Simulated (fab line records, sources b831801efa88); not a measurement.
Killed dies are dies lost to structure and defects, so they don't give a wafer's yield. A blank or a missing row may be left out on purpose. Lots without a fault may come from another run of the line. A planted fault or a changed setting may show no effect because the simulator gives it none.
Problem report in the 8D (eight disciplines) form, filled by code | flow sky130 | the parts of the form that need people (team, actions taken, sign-off) are left out

1. THE PROBLEM
LI_CONTACT_W_RS at SKY_LI_CONTACT_RS_MEAS_22 reads a mean of 0.253 ohm/sq on 6 wafers of 2 lots; wafers without a fault read 0.287 ohm/sq with a standard deviation of 0.0036. That is -9.4 standard deviations from the usual mean.
The step: measures by four-point-probe.
First seen on wafer L863.2, day 36 03:52, on film_metro-02. The record holds 36 wafers of 12 lots with a number at this step. Rule for "out", or "out of limits": more than 4 standard deviations from the usual mean. The other wafers with a number count as sound.

2. WHAT IT IS AND WHAT IT IS NOT
question                    | is                           | is not
which readings at this step | LI_CONTACT_W_RS              | -
which lots                  | L863, L864                   | L848, L849, L850, L852, L853, L856, L858, L865, L867, L870
which wafers of those lots  | all that have a number       | -
read on which gauges        | film_metro-02, film_metro-03 | film_metro-01
when                        | from day 36 03:52            | up to then (21 sound wafers); but 9 sound wafers of L865, L867, L870 came after

3. SUSPECTS, AND WHAT RULES EACH OUT
Counting: a tool at a process step up to the reading stays a suspect if it ran every lot that is out and no sound lot after the first of them.
- the gauge at SKY_LI_CONTACT_RS_MEAS_22: ruled out. The wafers that are out were read on 2 gauges (film_metro-02, film_metro-03).
- cvd_w-02 at SKY_LI_CONTACT_CVD_21 (deposits W, target thk 400 nm, time 120.56 s): kept. It ran every lot that is out, first L863 (day 36 03:44), and no sound lot after that; its last sound lot up to then is L858 (day 34 17:25).
Left after counting: cvd_w-02 at SKY_LI_CONTACT_CVD_21.

4. THE CAUSE (what the simulator had put in)
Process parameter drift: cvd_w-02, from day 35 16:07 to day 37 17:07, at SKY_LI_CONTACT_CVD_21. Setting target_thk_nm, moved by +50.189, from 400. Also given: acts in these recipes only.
Counting left only this tool.

5. THE CHAIN OF EFFECTS, in route order
Each row: a reading whose mean over the struck wafers that have a number lies more than 3 standard deviations from the usual. Only readings for which the record gives a usual standard deviation are gone through. hours: the time from each lot's start at the first step in this table that gives one to its start at this step, as a median over the lots. sigmas: the change in usual standard deviations.
hours | step                       | reading          | usual        | on struck wafers | change | sigmas
0     | SKY_LI_CONTACT_RS_MEAS_22  | LI_CONTACT_W_RS  | 0.287 ohm/sq | 0.253            | -0.034 | -9.4
6     | SKY_LI_CONTACT_THK_MEAS_23 | LI_CONTACT_W_THK | 409 nm       | 464              | +55    | +10

6. WHAT WOULD HAVE CAUGHT IT SOONER
In this record the first reading out of limits at a measuring or inspecting step was taken at day 36 03:52, 12 hours after the fault began at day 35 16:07.
Of the tool readings at SKY_LI_CONTACT_CVD_21 for which the record gives a usual standard deviation, none was out on any struck wafer, so an alarm limit of 4 standard deviations on them would not have fired.
Of the lots that are out (2), L864 began SKY_LI_CONTACT_CVD_21 on cvd_w-02 after day 36 03:52. A hold on the tool at that time would have spared it.
